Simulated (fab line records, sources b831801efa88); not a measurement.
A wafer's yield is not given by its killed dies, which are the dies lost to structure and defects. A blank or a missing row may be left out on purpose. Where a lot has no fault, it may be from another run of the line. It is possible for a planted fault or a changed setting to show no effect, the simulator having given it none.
fab line records	flow gf180mcu
record: lots: 24	wafers: 72	lastDay: 34
route steps=602 shown V3@446 M4@472 V4@501 TOP_METAL@567 PASSIVATION@599
lots that met no fault: taken from a fault-free run of the same line
startH: the number of hours between the record's first day and the start of the first shown wafer of the lot	waitH: hours since the lot's step before	" identical to the entry in the row above	L1.1+2: a single row standing in for several wafers	- either no value or no given start	* or withheld: withheld	< > ~ a bound
route shown NAME@n: NAME is a module with steps in the file, n the number in the route of the first one	usual: mean/standard deviation taken from wafers without a fault	same: alike in all rows	chamber/n: place in a boat	sites: each site's reading	_std_site: standard deviation across them	_edge_site: inner sites' mean taken away from outer sites' mean	radiusMm: for every site, how far away it sits from the centre of the wafer	mask NAME#n: copy n	behind: tool/chamber where the wafer was last shaped	hold: why the lot was held/for how many hours/how that ended	device: transistor that didn't switch, given as n, p or np	end of line: tests run on the same wafers once the route is complete	for a step that has no rows: nothing shown but its recipe	killed: at the first sort, the dies lost to defects and structure; wafer yield is something else	map: a wafer's dies, x killed, . not, _ none there
set.NAME: the run value of the setting; set.NAME@STEP: its run value at that earlier step	model.NAME: the simulator's own value behind a step, which no gauge read
one table for each step of the route and one row for each wafer, over a sample of lots
services: when a tool's chamber went out of use (startH, in hours from the record's first day, below 0 if earlier), for how many hours, and the reason
== steps ==
step: GF_V3_ETCH_17
recipe: chemistry: C4F8/O2/Ar	maskMaterial: KrF	target: SiO2	stopOn: TiN	sourceW: 1500	biasW: 1200	pressureMtorr: 40	c4f8FlowSccm: withheld	O2_flow_sccm: 6	Ar_flow_sccm: 300	timeS: withheld	targetDepthA: 6350
usual: oesProductAu: 0.856/0.0042
lot.wafer	tool	chamber	startH	waitH	oesProductAu
L074.1	rieDiel-02	2	-	-	0.859
L074.2	"	0	"	"	0.851
L074.6	"	3	"	"	0.854
L075.3	rieDiel-04	3	-	-	0.855
L075.5	"	1	"	"	0.852
L075.6	"	0	"	"	0.861
L076.2	rieDiel-02	2	-	-	0.851
L076.3	"	1	"	"	0.859
L076.5	"	3	"	"	0.860
L077.3	rieDiel-02	1	-	-	0.857
L077.4	"	2	"	"	0.856
L077.5	"	3	"	"	0.856
L078.1	rieDiel-04	3	-	-	0.859
L078.3	"	1	"	"	0.848
L078.6	"	0	"	"	0.859
L079.1	rieDiel-04	0	-	-	0.859
L079.3	"	3	"	"	0.861
L079.4	"	2	"	"	0.860
L080.1	rieDiel-01	2	-	-	0.856
L080.2	"	3	"	"	0.858
L080.3	"	0	"	"	0.856
L081.1	rieDiel-02	1	-	-	0.860
L081.4	"	3	"	"	0.858
L081.6	"	1	"	"	0.857
L083.1	rieDiel-02	0	-	-	0.862
L083.5	"	3	"	"	0.862
L083.6	"	0	"	"	0.861
L082.2	rieDiel-04	1	-	-	0.860
L082.5	"	0	"	"	0.854
L082.6	"	1	"	"	0.852
L084.1	rieDiel-04	1	-	-	0.856
L084.5	"	3	"	"	0.853
L084.6	"	0	"	"	0.854
L085.1	rieDiel-01	0	-	-	0.855
L085.2	"	2	"	"	0.861
L085.4	"	1	"	"	0.852
L086.3	rieDiel-04	0	-	-	0.858
L086.5	"	0	"	"	0.861
L086.6	"	1	"	"	0.857
L087.1	rieDiel-02	1	-	-	0.859
L087.3	"	0	"	"	0.853
L087.4	"	3	"	"	0.861
L088.1	rieDiel-04	1	-	-	0.850
L088.2	"	0	"	"	0.855
L088.3	"	2	"	"	0.857
L089.2	rieDiel-02	1	-	-	0.858
L089.3	"	3	"	"	0.861
L089.5	"	3	"	"	0.856
L090.2	rieDiel-01	2	-	-	0.861
L090.3	"	3	"	"	0.852
L090.5	"	3	"	"	0.861
L091.2	rieDiel-02	1	-	-	0.859
L091.4	"	0	"	"	0.854
L091.5	"	2	"	"	0.850
L092.2	rieDiel-02	3	-	-	0.865
L092.3	"	0	"	"	0.858
L092.6	"	0	"	"	0.850
L093.1	rieDiel-01	2	-	-	0.855
L093.3	"	3	"	"	0.852
L093.4	"	1	"	"	0.858
L094.1	rieDiel-02	3	-	-	0.850
L094.4	"	1	"	"	0.857
L094.5	"	2	"	"	0.859
L095.1	rieDiel-04	3	-	-	0.853
L095.4	"	2	"	"	0.856
L095.6	"	0	"	"	0.847
L096.2	rieDiel-01	3	-	-	0.855
L096.4	"	1	"	"	0.857
L096.5	"	0	"	"	0.854
L097.2	rieDiel-01	3	-	-	0.846
L097.4	"	1	"	"	0.852
L097.5	"	3	"	"	0.857
step: GF_V3_STRIP_18
recipe: chemistry: O2/N2	powerW: 1400	pressureMtorr: 1500	platenTempC: 250	o2FlowSccm: 3000	n2FlowSccm: 300	overashFraction: 0.5
usual: drypumpMotorCurrentA: 5.66/0.18	heaterPowerW: 363/36	n2FlowSccm: 300.0/0.85	oesProductAu: 0.592/0.0048
lot.wafer	tool	chamber	startH	waitH	drypumpMotorCurrentA	heaterPowerW	n2FlowSccm	oesProductAu	rfHoursCounterH
L074.1	plasmaAsher-01	0	510.50	-	5.91	360	301.1	0.589	9
L074.2	"	1	"	"	5.60	311	299.0	0.594	9
L074.6	"	1	"	"	5.61	310	298.6	0.591	-
L075.3	plasmaAsher-03	1	518.47	-	5.51	377	299.4	0.585	-
L075.5	"	0	"	"	5.87	335	299.3	0.585	-
L075.6	"	1	"	"	5.55	369	299.7	0.585	-
L076.2	plasmaAsher-01	1	525.05	-	5.61	310	302.0	0.587	10
L076.3	"	1	"	"	5.59	318	301.0	0.594	-
L076.5	"	1	"	"	5.59	316	300.3	0.594	-
L077.3	plasmaAsher-03	1	537.25	-	5.49	373	300.7	0.591	-
L077.4	"	0	"	"	5.89	327	300.0	0.596	-
L077.5	"	1	"	"	5.48	372	300.3	0.592	-
L078.1	plasmaAsher-03	1	546.57	-	5.47	368	299.4	0.594	80
L078.3	"	0	"	"	5.86	327	300.3	0.594	-
L078.6	"	1	"	"	5.53	369	301.2	0.582	-
L079.1	plasmaAsher-03	0	557.05	-	5.84	324	300.4	0.594	81
L079.3	"	1	"	"	5.46	375	300.8	0.582	-
L079.4	"	0	"	"	5.86	326	300.8	0.588	-
L080.1	plasmaAsher-01	0	565.96	-	5.91	354	300.6	0.595	15
L080.2	"	1	"	"	5.59	324	300.6	0.591	15
L080.3	"	0	"	"	5.91	360	299.6	0.580	-
L081.1	plasmaAsher-02	1	576.86	-	5.57	421	299.6	0.602	38
L081.4	"	0	"	"	5.44	395	299.6	0.594	-
L081.6	"	1	"	"	5.58	420	299.4	0.597	-
L083.1	plasmaAsher-01	0	586.56	-	5.90	358	299.5	0.593	17
L083.5	"	0	"	"	5.91	365	299.4	0.590	-
L083.6	"	1	"	"	5.58	314	298.7	0.600	-
L082.2	plasmaAsher-02	1	590.96	-	5.55	431	300.3	0.594	40
L082.5	"	0	"	"	5.44	390	299.6	0.595	-
L082.6	"	1	"	"	5.55	432	301.4	0.595	-
L084.1	plasmaAsher-02	0	607.60	-	5.46	405	300.6	0.598	41
L084.5	"	1	"	"	5.57	412	299.8	0.592	-
L084.6	"	0	"	"	5.46	394	301.0	0.596	-
L085.1	plasmaAsher-01	0	617.62	-	5.89	350	301.0	0.601	20
L085.2	"	1	"	"	5.61	312	299.0	0.589	20
L085.4	"	1	"	"	5.61	320	299.7	0.590	-
L086.3	plasmaAsher-02	0	619.40	-	5.45	391	300.7	0.593	-
L086.5	"	0	"	"	5.48	398	299.0	0.586	-
L086.6	"	1	"	"	5.59	417	301.2	0.581	-
L087.1	plasmaAsher-02	1	627.87	-	5.61	421	300.2	0.593	43
L087.3	"	0	"	"	5.47	389	302.1	0.584	-
L087.4	"	1	"	"	5.60	425	300.8	0.588	-
L088.1	plasmaAsher-03	0	635.08	-	5.86	336	300.5	0.589	89
L088.2	"	1	"	"	5.51	371	299.5	0.586	89
L088.3	"	0	"	"	5.87	329	299.7	0.587	-
L089.2	plasmaAsher-02	1	644.17	-	5.60	411	299.9	0.586	45
L089.3	"	0	"	"	5.44	393	301.5	0.583	-
L089.5	"	1	"	"	5.60	423	299.5	0.593	-
L090.2	plasmaAsher-01	0	648.91	-	5.91	352	299.1	0.592	23
L090.3	"	1	"	"	5.62	320	299.8	0.588	-
L090.5	"	0	"	"	5.91	362	300.3	0.585	-
L091.2	plasmaAsher-03	0	649.90	-	5.88	322	299.3	0.589	91
L091.4	"	1	"	"	5.54	367	300.5	0.591	-
L091.5	"	1	"	"	5.51	369	300.2	0.588	-
L092.2	plasmaAsher-02	1	658.57	-	5.57	428	298.8	0.597	47
L092.3	"	0	"	"	5.45	388	301.6	0.585	-
L092.6	"	0	"	"	5.44	387	300.1	0.596	-
L093.1	plasmaAsher-01	0	661.14	-	5.87	358	299.4	0.601	25
L093.3	"	0	"	"	5.90	364	301.2	0.597	-
L093.4	"	1	"	"	5.62	312	299.9	0.588	-
L094.1	plasmaAsher-01	1	675.07	-	5.57	310	298.5	0.595	26
L094.4	"	1	"	"	5.58	315	297.6	0.599	-
L094.5	"	1	"	"	5.57	311	300.4	0.593	-
L095.1	plasmaAsher-03	1	676.66	-	5.44	368	301.3	0.592	93
L095.4	"	1	"	"	5.49	376	300.3	0.591	-
L095.6	"	1	"	"	5.50	382	299.9	0.590	-
L096.2	plasmaAsher-03	1	681.22	-	5.52	376	299.1	0.591	93
L096.4	"	1	"	"	5.52	377	298.0	0.593	-
L096.5	"	0	"	"	5.86	329	299.8	0.599	-
L097.2	plasmaAsher-03	0	687.91	-	5.86	326	299.3	0.592	94
L097.4	"	1	"	"	5.52	366	299.8	0.587	-
L097.5	"	1	"	"	5.50	370	299.7	0.593	-
step: GF_M4_METAL_ETCH_16
recipe: chemistry: Cl2/BCl3	maskMaterial: KrF	targetDepthNm: 627.5	stopOn: SiO2	pressureMtorr: 8	icpW: 800	biasW: 140	Cl2_flow_sccm: 80	bcl3FlowSccm: 40	timeS: 104.6
usual: drypumpMotorCurrentA: 5.5/0.45	oesProductAu: 0.972/0.0063	throttleValvePct: 28.249/0.01
lot.wafer	tool	chamber	startH	waitH	drypumpMotorCurrentA	oesProductAu	rfHoursCounterH	throttleValvePct
L074.1	rieMetal-03	1	535.62	0.0	5.8	0.974	11	28.252
L074.2	"	1	"	"	5.8	0.975	-	28.240
L074.6	"	1	"	"	5.8	0.982	-	28.237
L075.3	rieMetal-04	0	542.68	0.1	5.4	0.971	-	28.251
L075.5	"	0	"	"	5.4	0.970	-	28.243
L075.6	"	1	"	"	6.2	0.978	-	28.238
L076.2	rieMetal-04	0	549.49	0.0	5.4	0.981	8	28.250
L076.3	"	0	"	"	5.4	0.980	-	28.253
L076.5	"	1	"	"	6.3	0.978	-	28.228
L077.3	rieMetal-01	0	561.82	0.1	5.6	0.980	-	28.258
L077.4	"	1	"	"	4.9	0.973	-	28.238
L077.5	"	0	"	"	5.7	0.975	-	28.245
L078.1	rieMetal-01	1	569.47	0.0	4.9	0.967	8	28.252
L078.3	"	0	"	"	5.6	0.970	-	28.246
L078.6	"	0	"	"	5.6	0.973	-	28.257
L079.1	rieMetal-03	1	580.24	0.0	5.8	0.970	0	28.269
L079.3	"	1	"	"	5.8	0.973	-	28.252
L079.4	"	0	"	"	5.0	0.980	-	28.256
L080.1	rieMetal-03	1	589.37	0.0	5.7	0.971	0	28.233
L080.2	"	0	"	"	5.0	0.973	1	28.247
L080.3	"	0	"	"	5.0	0.979	-	28.242
L081.1	rieMetal-04	0	600.29	0.0	5.4	0.977	10	28.254
L081.4	"	1	"	"	6.2	0.969	-	28.252
L081.6	"	1	"	"	6.2	0.982	-	28.266
L083.1	rieMetal-03	1	609.77	0.0	5.8	0.967	1	28.257
L083.5	"	0	"	"	5.0	0.974	-	28.256
L083.6	"	1	"	"	5.8	0.969	-	28.245
L082.2	rieMetal-01	1	613.72	0.0	4.9	0.954	9	28.253
L082.5	"	1	"	"	4.9	0.968	-	28.268
L082.6	"	0	"	"	5.6	0.971	-	28.256
L084.1	rieMetal-01	1	630.34	0.0	4.9	0.970	10	28.250
L084.5	"	1	"	"	4.9	0.970	-	28.256
L084.6	"	0	"	"	5.6	0.959	-	28.267
L085.1	rieMetal-01	1	639.44	0.0	4.9	0.970	10	28.244
L085.2	"	0	"	"	5.6	0.977	6	28.254
L085.4	"	1	"	"	4.9	0.989	-	28.241
L086.3	rieMetal-04	0	640.92	0.1	5.4	0.967	-	28.250
L086.5	"	1	"	"	6.3	0.977	-	28.253
L086.6	"	0	"	"	5.4	0.972	-	28.257
L087.1	rieMetal-03	0	649.09	0.0	5.0	0.965	3	28.259
L087.3	"	0	"	"	5.0	0.961	-	28.259
L087.4	"	1	"	"	5.8	0.974	-	28.244
L088.1	rieMetal-03	0	656.37	0.0	5.0	0.982	4	28.235
L088.2	"	1	"	"	5.8	0.981	3	28.238
L088.3	"	0	"	"	5.0	0.976	-	28.257
L089.2	rieMetal-04	1	665.09	0.0	6.2	0.969	4	28.263
L089.3	"	1	"	"	6.3	0.964	-	28.263
L089.5	"	1	"	"	6.2	0.969	-	28.253
L090.2	rieMetal-04	1	669.92	0.0	6.3	0.970	4	28.248
L090.3	"	0	"	"	5.4	0.968	-	28.260
L090.5	"	1	"	"	6.2	0.981	-	28.256
L091.2	rieMetal-01	0	670.57	0.0	5.6	0.970	7	28.251
L091.4	"	0	"	"	5.6	0.973	-	28.249
L091.5	"	1	"	"	4.9	0.969	-	28.257
L092.2	rieMetal-03	1	679.59	0.0	5.8	0.976	3	28.245
L092.3	"	0	"	"	5.0	0.980	-	28.254
L092.6	"	0	"	"	5.0	0.967	-	28.254
L093.1	rieMetal-01	1	682.33	0.0	4.9	0.973	12	28.239
L093.3	"	0	"	"	5.6	0.970	-	28.252
L093.4	"	1	"	"	4.9	0.977	-	28.247
L094.1	rieMetal-03	1	694.99	0.0	5.8	0.972	4	28.217
L094.4	"	1	"	"	5.8	0.978	-	28.240
L094.5	"	0	"	"	5.0	0.978	-	28.260
L095.1	rieMetal-04	0	697.14	0.0	5.3	0.975	13	28.253
L095.4	"	0	"	"	5.3	0.975	-	28.248
L095.6	"	0	"	"	5.4	0.968	-	28.246
L096.2	rieMetal-03	1	701.12	0.0	5.8	0.969	4	28.252
L096.4	"	0	"	"	5.0	0.980	-	28.252
L096.5	"	0	"	"	5.0	0.979	-	28.257
L097.2	rieMetal-01	0	707.45	0.0	5.7	0.970	9	28.246
L097.4	"	0	"	"	5.7	0.963	-	28.249
L097.5	"	1	"	"	4.9	0.972	-	28.253
step: GF_V4_THK_MEAS_25
recipe: thkMeasGauge: xrf	reads: W_of_V4_CVD_23
usual: V4_W_THK: 358/4.2
lot.wafer	tool	chamber	startH	waitH	V4_W_THK[nm]
L074.1	filmMetro-03	-	560.78	0.1	356
L074.2	"	-	"	"	361
L074.6	"	-	"	"	356
L075.3	filmMetro-04	-	567.59	0.1	354
L075.5	"	-	"	"	357
L075.6	"	-	"	"	361
L076.2	filmMetro-04	-	574.03	0.1	356
L076.3	"	-	"	"	361
L076.5	"	-	"	"	356
L077.3	filmMetro-03	-	586.20	0.1	356
L077.4	"	-	"	"	358
L077.5	"	-	"	"	360
L078.1	filmMetro-01	-	593.73	0.1	358
L078.3	"	-	"	"	356
L078.6	"	-	"	"	361
L079.1	filmMetro-04	-	603.51	0.1	352
L079.3	"	-	"	"	353
L079.4	"	-	"	"	354
L080.1	filmMetro-03	-	612.21	0.1	360
L080.2	"	-	"	"	355
L080.3	"	-	"	"	363
L081.1	filmMetro-04	-	622.23	0.1	353
L081.4	"	-	"	"	353
L081.6	"	-	"	"	354
L083.1	filmMetro-01	-	632.41	0.1	360
L083.5	"	-	"	"	355
L083.6	"	-	"	"	363
L082.2	filmMetro-01	-	637.24	0.1	358
L082.5	"	-	"	"	355
L082.6	"	-	"	"	354
L084.1	filmMetro-04	-	652.67	0.1	355
L084.5	"	-	"	"	356
L084.6	"	-	"	"	349
L085.1	filmMetro-03	-	661.66	0.1	359
L085.2	"	-	"	"	361
L085.4	"	-	"	"	363
L086.3	filmMetro-01	-	662.95	0.1	358
L086.5	"	-	"	"	361
L086.6	"	-	"	"	363
L087.1	filmMetro-04	-	670.88	0.1	355
L087.3	"	-	"	"	359
L087.4	"	-	"	"	352
L088.1	filmMetro-03	-	678.26	0.1	367
L088.2	"	-	"	"	359
L088.3	"	-	"	"	365
L089.2	filmMetro-04	-	686.54	0.1	359
L089.3	"	-	"	"	354
L089.5	"	-	"	"	356
L090.2	filmMetro-03	-	691.07	0.1	357
L090.3	"	-	"	"	364
L090.5	"	-	"	"	356
L091.2	filmMetro-01	-	691.42	0.1	367
L091.4	"	-	"	"	358
L091.5	"	-	"	"	365
L092.2	filmMetro-03	-	700.96	0.1	362
L092.3	"	-	"	"	359
L092.6	"	-	"	"	359
L093.1	filmMetro-01	-	702.93	0.1	360
L093.3	"	-	"	"	357
L093.4	"	-	"	"	355
L094.1	filmMetro-04	-	715.43	0.1	356
L094.4	"	-	"	"	357
L094.5	"	-	"	"	351
L095.1	filmMetro-03	-	717.66	0.1	366
L095.4	"	-	"	"	365
L095.6	"	-	"	"	366
L096.2	filmMetro-03	-	721.90	0.1	364
L096.4	"	-	"	"	360
L096.5	"	-	"	"	364
L097.2	filmMetro-01	-	727.89	0.1	353
L097.4	"	-	"	"	355
L097.5	"	-	"	"	361
step: GF_TOP_METAL_SPUTTER_00
recipe: material: Ti	targetThkNm: 37.5	arrivingIonEnergyEv: 80	substrateTempC: 200	chamberPressurePa: 2	powerW: 4000	timeS: 150
usual: substrateTempC: 200.01/0.18	throttleValvePct: 30.4/1
lot.wafer	tool	chamber	startH	waitH	substrateTempC	throttleValvePct
L074.1	pvdSputter-02	-	629.41	0.3	199.93	31.5
L074.2	"	-	"	"	199.86	31.3
L074.6	"	-	"	"	199.95	31.8
L075.3	pvdSputter-02	-	634.84	0.2	200.27	31.6
L075.5	"	-	"	"	200.07	31.7
L075.6	"	-	"	"	200.03	31.4
L076.2	pvdSputter-02	-	640.16	0.1	200.01	31.6
L076.3	"	-	"	"	200.04	31.0
L076.5	"	-	"	"	199.92	31.3
L077.3	pvdSputter-01	-	652.83	0.2	199.93	29.2
L077.4	"	-	"	"	200.19	31.3
L077.5	"	-	"	"	200.00	29.4
L078.1	pvdSputter-04	-	659.12	0.2	200.32	30.0
L078.3	"	-	"	"	199.92	29.5
L078.6	"	-	"	"	199.79	28.7
L079.1	pvdSputter-04	-	667.76	0.1	199.91	30.1
L079.3	"	-	"	"	199.85	28.6
L079.4	"	-	"	"	200.01	29.5
L080.1	pvdSputter-02	-	676.67	0.1	200.13	31.0
L080.2	"	-	"	"	199.90	29.5
L080.3	"	-	"	"	200.23	30.9
L081.1	pvdSputter-02	-	686.19	0.2	199.76	29.4
L081.4	"	-	"	"	200.18	31.0
L081.6	"	-	"	"	199.79	31.5
L083.1	pvdSputter-04	-	693.32	0.2	200.16	29.4
L083.5	"	-	"	"	200.29	31.2
L083.6	"	-	"	"	199.88	28.8
L082.2	pvdSputter-02	-	698.77	0.2	199.87	31.3
L082.5	"	-	"	"	199.85	31.4
L082.6	"	-	"	"	199.63	31.3
L084.1	pvdSputter-02	-	712.27	0.1	199.96	30.8
L084.5	"	-	"	"	200.00	31.9
L084.6	"	-	"	"	200.09	29.1
L086.3	pvdSputter-02	-	722.14	0.2	200.06	29.6
L086.5	"	-	"	"	200.19	31.7
L086.6	"	-	"	"	200.00	30.8
L085.1	pvdSputter-01	-	722.16	0.2	199.98	28.9
L085.2	"	-	"	"	199.70	31.4
L085.4	"	-	"	"	199.87	29.1
L087.1	pvdSputter-02	-	730.56	0.1	200.11	31.0
L087.3	"	-	"	"	200.26	29.3
L087.4	"	-	"	"	200.08	31.5
L088.1	pvdSputter-01	-	736.44	0.2	199.92	31.2
L088.2	"	-	"	"	199.90	31.5
L088.3	"	-	"	"	199.96	28.9
L089.2	pvdSputter-04	-	744.32	0.2	200.05	28.3
L089.3	"	-	"	"	200.35	30.3
L089.5	"	-	"	"	200.34	28.5
L090.2	pvdSputter-01	-	748.24	0.1	200.04	29.1
L090.3	"	-	"	"	200.04	31.4
L090.5	"	-	"	"	200.17	28.9
L091.2	pvdSputter-01	-	749.51	0.2	199.83	31.2
L091.4	"	-	"	"	200.10	31.6
L091.5	"	-	"	"	200.17	31.2
L092.2	pvdSputter-02	-	757.99	0.1	200.13	30.9
L092.3	"	-	"	"	199.79	31.7
L092.6	"	-	"	"	199.80	31.6
L093.1	pvdSputter-02	-	759.61	0.2	200.14	31.2
L093.3	"	-	"	"	200.18	30.9
L093.4	"	-	"	"	199.94	31.9
L094.1	pvdSputter-01	-	771.13	0.1	199.90	29.5
L094.4	"	-	"	"	200.16	31.3
L094.5	"	-	"	"	200.20	31.5
L095.1	pvdSputter-02	-	772.89	0.1	200.10	31.0
L095.4	"	-	"	"	200.16	30.9
L095.6	"	-	"	"	200.03	31.3
L096.2	pvdSputter-01	-	776.97	0.1	200.08	29.0
L096.4	"	-	"	"	199.77	29.5
L096.5	"	-	"	"	200.25	28.9
L097.2	pvdSputter-01	-	781.30	0.1	199.83	31.3
L097.4	"	-	"	"	200.26	29.3
L097.5	"	-	"	"	199.94	29.1
step: GF_PASSIVATION_STRIP_12
recipe: chemistry: O2/N2	powerW: 1400	pressureMtorr: 1500	platenTempC: 250	o2FlowSccm: 3000	n2FlowSccm: 300	overashFraction: 0.5
usual: drypumpMotorCurrentA: 5.6/0.3	heaterPowerW: 337/28	n2FlowSccm: 300.1/0.94	oesProductAu: 0.719/0.0047	stripTimeToEndpointS: 34.68/0.25
lot.wafer	tool	chamber	startH	waitH	drypumpMotorCurrentA	heaterPowerW	n2FlowSccm	oesProductAu	rfHoursCounterH	stripTimeToEndpointS
L074.1	plasmaAsher-01	1	670.72	0.1	5.6	315	299.4	0.720	26	34.97
L074.2	"	0	"	"	5.9	364	300.4	0.722	26	34.77
L074.6	"	0	"	"	5.9	352	298.6	0.728	-	35.11
L075.3	plasmaAsher-04	0	675.35	0.2	5.9	318	300.9	0.732	-	34.30
L075.5	"	0	"	"	5.9	308	300.4	0.719	-	34.13
L075.6	"	1	"	"	4.9	307	299.1	0.721	-	34.21
L076.2	plasmaAsher-04	0	680.87	0.1	5.9	307	300.3	0.714	113	34.92
L076.3	"	0	"	"	5.9	313	300.3	0.708	-	35.01
L076.5	"	0	"	"	5.9	315	300.1	0.729	-	34.82
L077.3	plasmaAsher-04	0	692.70	0.2	5.9	312	299.4	0.723	-	34.65
L077.4	"	1	"	"	5.0	300	299.4	0.724	-	34.37
L077.5	"	0	"	"	5.9	325	300.6	0.720	-	34.44
L078.1	plasmaAsher-03	1	698.42	0.1	5.5	366	299.0	0.722	95	34.84
L078.3	"	1	"	"	5.5	381	298.7	0.718	-	34.71
L078.6	"	0	"	"	5.9	328	300.2	0.718	-	34.80
L079.1	plasmaAsher-03	1	706.57	0.1	5.5	370	299.2	0.717	96	34.60
L079.3	"	1	"	"	5.5	367	300.7	0.712	-	34.88
L079.4	"	0	"	"	5.9	342	298.6	0.722	-	34.66
L080.1	plasmaAsher-03	0	714.87	0.1	5.9	333	301.4	0.717	96	34.74
L080.2	"	1	"	"	5.5	382	301.0	0.716	96	34.57
L080.3	"	1	"	"	5.5	378	299.8	0.715	-	34.93
L081.1	plasmaAsher-01	1	724.02	0.1	5.6	306	299.5	0.719	32	34.37
L081.4	"	0	"	"	5.9	354	301.1	0.718	-	34.56
L081.6	"	1	"	"	5.6	315	298.4	0.718	-	34.42
L083.1	plasmaAsher-03	0	730.87	0.1	5.9	334	299.4	0.715	98	34.71
L083.5	"	0	"	"	5.9	335	299.0	0.714	-	35.01
L083.6	"	1	"	"	5.5	377	300.3	0.719	-	34.80
L082.2	plasmaAsher-03	0	735.67	0.1	5.9	328	298.9	0.713	98	34.71
L082.5	"	0	"	"	5.9	330	299.6	0.721	-	34.70
L082.6	"	1	"	"	5.5	382	300.5	0.715	-	34.92
L084.1	plasmaAsher-01	1	748.32	0.1	5.6	313	301.1	0.722	35	34.72
L084.5	"	1	"	"	5.6	308	298.4	0.721	-	34.81
L084.6	"	0	"	"	5.9	356	299.3	0.724	-	34.94
L086.3	plasmaAsher-03	0	757.55	0.2	5.8	334	298.7	0.715	-	34.54
L086.5	"	1	"	"	5.5	385	299.8	0.722	-	34.46
L086.6	"	0	"	"	5.9	331	299.0	0.716	-	34.29
L085.1	plasmaAsher-03	1	757.87	0.1	5.5	369	300.4	0.724	101	34.25
L085.2	"	0	"	"	5.9	342	299.7	0.722	101	34.18
L085.4	"	1	"	"	5.5	368	301.6	0.724	-	34.30
L087.1	plasmaAsher-01	0	765.32	0.1	5.9	362	300.2	0.726	36	35.04
L087.3	"	0	"	"	5.9	369	300.5	0.715	-	35.02
L087.4	"	1	"	"	5.6	310	300.0	0.725	-	34.96
L088.1	plasmaAsher-01	1	771.42	0.1	5.6	319	300.9	0.715	37	34.65
L088.2	"	0	"	"	5.9	359	302.1	0.728	37	34.96
L088.3	"	1	"	"	5.6	313	301.8	0.714	-	34.67
L089.2	plasmaAsher-03	0	778.52	0.1	5.9	339	299.4	0.717	103	34.76
L089.3	"	0	"	"	5.9	334	300.4	0.721	-	34.82
L089.5	"	0	"	"	5.9	326	301.5	0.716	-	34.44
L090.2	plasmaAsher-04	0	782.07	0.1	5.9	300	300.6	0.720	4	34.72
L090.3	"	1	"	"	5.0	308	300.9	0.727	-	34.82
L090.5	"	1	"	"	4.9	301	300.2	0.718	-	35.13
L091.2	plasmaAsher-03	0	783.67	0.1	5.9	328	300.8	0.722	103	34.62
L091.4	"	1	"	"	5.5	378	298.9	0.721	-	34.76
L091.5	"	0	"	"	5.9	330	300.0	0.721	-	34.93
L092.2	plasmaAsher-04	0	791.82	0.1	5.9	305	299.6	0.727	5	34.53
L092.3	"	0	"	"	5.9	290	299.4	0.719	-	34.75
L092.6	"	0	"	"	5.9	306	299.7	0.722	-	34.24
L093.1	plasmaAsher-03	1	792.87	0.1	5.5	382	300.2	0.729	104	34.71
L093.3	"	1	"	"	5.5	371	301.2	0.712	-	34.78
L093.4	"	0	"	"	5.8	327	300.7	0.722	-	34.85
L094.1	plasmaAsher-01	0	803.82	0.1	5.9	364	302.5	0.719	40	34.84
L094.4	"	0	"	"	5.9	362	299.9	0.718	-	34.65
L094.5	"	1	"	"	5.6	313	300.8	0.719	-	34.92
L095.1	plasmaAsher-03	0	804.77	0.1	5.9	328	299.9	0.719	105	34.42
L095.4	"	1	"	"	5.5	369	301.0	0.717	-	34.61
L095.6	"	1	"	"	5.5	385	300.3	0.722	-	34.44
L096.2	plasmaAsher-04	1	808.12	0.1	5.0	308	299.0	0.723	7	34.46
L096.4	"	1	"	"	5.0	306	299.5	0.724	-	34.65
L096.5	"	1	"	"	4.9	305	299.5	0.718	-	34.51
L097.2	plasmaAsher-03	0	812.67	0.1	5.8	337	299.3	0.727	106	34.48
L097.4	"	0	"	"	5.9	327	299.1	0.716	-	34.30
L097.5	"	1	"	"	5.5	366	300.3	0.728	-	34.42
== services ==
tool	chamber	startH	hours	kind
rieMetal-03	-	487.24	0.8	repair
plasmaAsher-02	-	526.74	1.9	repair
pvdSputter-02	-	527.22	1.4	repair
pvdSputter-01	-	532.44	1.1	repair
rieDiel-02	-	535.82	1.2	repair
rieMetal-04	0	559.41	2.2	repair
rieDiel-02	3	561.52	14.8	repair
rieDiel-01	1	587.65	4.0	repair
rieDiel-01	3	617.33	9.6	repair
plasmaAsher-04	-	651.06	3.7	repair
rieDiel-04	-	656.93	14.6	pm
plasmaAsher-03	-	662.27	5.9	repair
rieMetal-03	0	668.65	7.3	repair
rieMetal-04	0	701.88	6.2	repair
rieDiel-02	0	715.58	7.3	repair
pvdSputter-04	-	724.60	2.5	repair
plasmaAsher-04	-	733.75	9.0	pm
rieMetal-01	-	736.51	2.8	pm
rieDiel-04	-	752.21	0.2	repair
rieMetal-03	-	767.28	1.1	repair
rieDiel-04	0	769.31	6.4	repair
plasmaAsher-03	-	771.07	1.1	repair
rieMetal-04	0	786.36	1.9	repair
pvdSputter-01	-	797.36	5.0	repair
== key ==
fault none
